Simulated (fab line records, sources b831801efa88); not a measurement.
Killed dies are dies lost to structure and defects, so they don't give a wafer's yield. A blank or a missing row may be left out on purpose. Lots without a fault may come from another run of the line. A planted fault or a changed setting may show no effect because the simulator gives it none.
A struck lot beside a sound one | flow sky130 | 44 steps out of a route of 708
Sound: wafers L884.3, L884.5, L884.6. Struck: wafers L894.3, L894.4, L894.6. The cause comes at the end.
At each step with rows: each side's tool, then ch and its chambers, then its first start. Under that, the readings that differ: sound wafers | struck wafers | difference of the means | sigmas: that difference in standard deviations of wafers without a fault.
alike: readings whose means differ by less than 2 such deviations, and words and numbers that are the same on both sides. not compared: withheld readings, readings that some wafer has no value for, bounds like >300 that may hide the same value, and numbers for which the record gives no deviation and whose values overlap.
The two part at a step that has a row with sigmas, a row that says differs or no value, or rows on one side only. Numbers that don't overlap but have no deviation are shown without sigmas and don't part them. A reading that every wafer of one side lacks parts them only if that side has two wafers or more.

first, 5 steps without rows for these wafers: SKY_VT_ADJUST_NCORE_COAT_02 (resist thk 1140 nm); SKY_VT_ADJUST_NCORE_SOFTBAKE_03 (time 60 s); SKY_VT_ADJUST_NCORE_EXPOSE_04 (exposes mask LVTN COMPLEMENT THIN, target cd 380 nm); SKY_VT_ADJUST_NCORE_PEB_05; SKY_VT_ADJUST_NCORE_DEVELOP_06 (develop time 60 s).
SKY_VT_ADJUST_NCORE_CD_MEAS_07: target cd 380 nm.
  sound on cd_sem-02, day 10 04:52; struck on cd_sem-02, day 13 22:07
  alike: cd_nm
SKY_VT_ADJUST_NCORE_OVL_MEAS_08:
  sound on overlay-01, day 10 04:57; struck on overlay-01, day 13 22:12
  alike: VT_ADJUST_NCORE_OVL
then, 1 step without rows for these wafers: SKY_VT_ADJUST_NCORE_IMPLANT_09.
SKY_VT_ADJUST_NCORE_STRIP_10: strips in O2/N2.
  sound on plasma_asher-01 ch 0,1, day 10 05:10; struck on plasma_asher-03 ch 0,1, day 13 22:25
  reading                      | sound             | struck            | difference | sigmas
  strip_time_to_endpoint_s (s) | 14.24 14.22 14.27 | 14.16 14.15 14.15 | -0.09      | -3
  alike: drypump_motor_current_A, oes_product_au
  not compared: rf_hours_counter_h
SKY_VT_ADJUST_NCORE_TW_MEAS_11:
  sound on film_metro-01, day 10 05:14; struck on film_metro-03, day 13 22:29
  alike: VT_ADJUST_NCORE_TW
then, 2 steps without rows for these wafers: SKY_VT_ADJUST_HVTR_DEHYDRATE_00 (time 60 s); SKY_VT_ADJUST_HVTR_HMDS_01 (prime time 60 s).
SKY_VT_ADJUST_HVTR_COAT_02: resist thk 1140 nm.
  sound on litho_track-01 ch 0, day 10 16:25; struck on litho_track-02, day 14 11:11
  no value came back on the struck wafers for chill_plate_temp_C (C), dispense_pressure_kPa (kPa); on the sound wafers chill_plate_temp_C (C) reads 23.14 22.90 22.91
then, 4 steps without rows for these wafers: SKY_VT_ADJUST_HVTR_SOFTBAKE_03 (time 60 s); SKY_VT_ADJUST_HVTR_EXPOSE_04 (exposes mask HVTRM, target cd 380 nm); SKY_VT_ADJUST_HVTR_PEB_05; SKY_VT_ADJUST_HVTR_DEVELOP_06 (develop time 60 s).
SKY_VT_ADJUST_HVTR_CD_MEAS_07: target cd 380 nm.
  sound on cd_sem-02, day 11 04:46; struck on cd_sem-02, day 15 01:07
  reading    | sound             | struck | difference                    | sigmas
  cd_nm (nm) | 382.9 381.2 381.0 | - - -  | no value on the struck wafers |
SKY_VT_ADJUST_HVTR_OVL_MEAS_08:
  sound on overlay-02, day 11 04:51; struck on overlay-02, day 15 01:13
  reading                 | sound          | struck | difference                    | sigmas
  VT_ADJUST_HVTR_OVL (nm) | -2.4 -0.8 -2.2 | - - -  | no value on the struck wafers |
then, 1 step without rows for these wafers: SKY_VT_ADJUST_HVTR_IMPLANT_09.
SKY_VT_ADJUST_HVTR_STRIP_10: strips in O2/N2.
  sound on plasma_asher-02 ch 0,1, day 11 05:04; struck on plasma_asher-04 ch 0,1, day 15 01:25
  no value came back on the struck wafers for oes_product_au (a.u.), strip_time_to_endpoint_s (s); on the sound wafers oes_product_au (a.u.) reads 0.719 0.702 0.717
  alike: drypump_motor_current_A
  not compared: rf_hours_counter_h
SKY_VT_ADJUST_HVTR_TW_MEAS_11:
  sound on film_metro-04, day 11 05:08; struck on film_metro-04, day 15 01:30
  alike: VT_ADJUST_HVTR_TW
then, 7 steps without rows for these wafers: SKY_VT_ADJUST_PCH_DEHYDRATE_00 (time 60 s); SKY_VT_ADJUST_PCH_HMDS_01 (prime time 60 s); SKY_VT_ADJUST_PCH_COAT_02 (resist thk 3000 nm); SKY_VT_ADJUST_PCH_SOFTBAKE_03; SKY_VT_ADJUST_PCH_EXPOSE_04 (exposes mask NWM, target cd 840 nm); SKY_VT_ADJUST_PCH_PEB_05; SKY_VT_ADJUST_PCH_DEVELOP_06 (develop time 60 s).
SKY_VT_ADJUST_PCH_OVL_MEAS_07:
  sound on overlay-01, day 12 04:44; struck on overlay-01, day 16 05:09
  alike: VT_ADJUST_PCH_OVL
then, 1 step without rows for these wafers: SKY_VT_ADJUST_PCH_IMPLANT_08.
SKY_VT_ADJUST_PCH_STRIP_09: strips in O2/N2.
  sound on plasma_asher-04 ch 0,1, day 12 04:56; struck on plasma_asher-04 ch 0,1, day 16 05:21
  reading                      | sound             | struck            | difference | sigmas
  strip_time_to_endpoint_s (s) | 37.08 37.11 37.25 | 36.90 36.92 36.86 | -0.25      | -3
  alike: drypump_motor_current_A, oes_product_au
  not compared: rf_hours_counter_h
SKY_VT_ADJUST_PCH_TW_MEAS_10:
  sound on film_metro-02, day 12 05:02; struck on film_metro-03, day 16 05:26
  reading          | sound             | struck            | difference | sigmas
  VT_ADJUST_PCH_TW | 145.4 145.7 144.8 | 221.0 221.0 222.5 | +76.2      | +40
then, 7 steps without rows for these wafers: SKY_SONOS_TUNNEL_DEHYDRATE_00 (time 60 s); SKY_SONOS_TUNNEL_HMDS_01 (prime time 60 s); SKY_SONOS_TUNNEL_COAT_02 (resist thk 1140 nm); SKY_SONOS_TUNNEL_SOFTBAKE_03 (time 60 s); SKY_SONOS_TUNNEL_EXPOSE_04 (exposes mask TUNM, target cd 410 nm); SKY_SONOS_TUNNEL_PEB_05; SKY_SONOS_TUNNEL_DEVELOP_06 (develop time 60 s).
SKY_SONOS_TUNNEL_CD_MEAS_07: target cd 410 nm.
  sound on cd_sem-01, day 13 04:58; struck on cd_sem-01, day 17 10:22
  alike: cd_nm
SKY_SONOS_TUNNEL_OVL_MEAS_08:
  sound on overlay-01, day 13 05:03; struck on overlay-02, day 17 10:28
  alike: SONOS_TUNNEL_OVL
SKY_SONOS_TUNNEL_TW_MEAS_12:
  sound on film_metro-04, day 13 05:31; struck on film_metro-04, day 17 10:57
  reading         | sound             | struck            | difference | sigmas
  SONOS_TUNNEL_TW | 195.1 194.4 194.0 | 246.4 246.0 246.6 | +51.8      | +22
-- the record jumps here: 32 days lie between the struck wafers' starts before and after (it left off in module SONOS_TUNNEL and takes up again in module PAD_OPEN, whose first step shown is number 708 of the route) --
SKY_PAD_OPEN_PROBE_99:
  sound on prober-01, day 47 03:35; struck on prober-01, day 49 19:59
  reading             | sound    | struck      | difference | sigmas
  killed_at_front_end | 16 16 7  | 410 427 417 | +405       | +94
  killed_dies         | 83 88 83 | 492 492 492 | +407       | +48
  killed_on_rim       | 18 18 18 | 96 96 96    | +78        | +21
  alike: killed_at_M0_to_M3, killed_at_M4_up, killed_at_contacts, killed_at_other, killed_open, killed_short

WHERE THEY PART
First at SKY_VT_ADJUST_NCORE_STRIP_10; last, within this record, at SKY_PAD_OPEN_PROBE_99.

WHY: what the simulator had put in
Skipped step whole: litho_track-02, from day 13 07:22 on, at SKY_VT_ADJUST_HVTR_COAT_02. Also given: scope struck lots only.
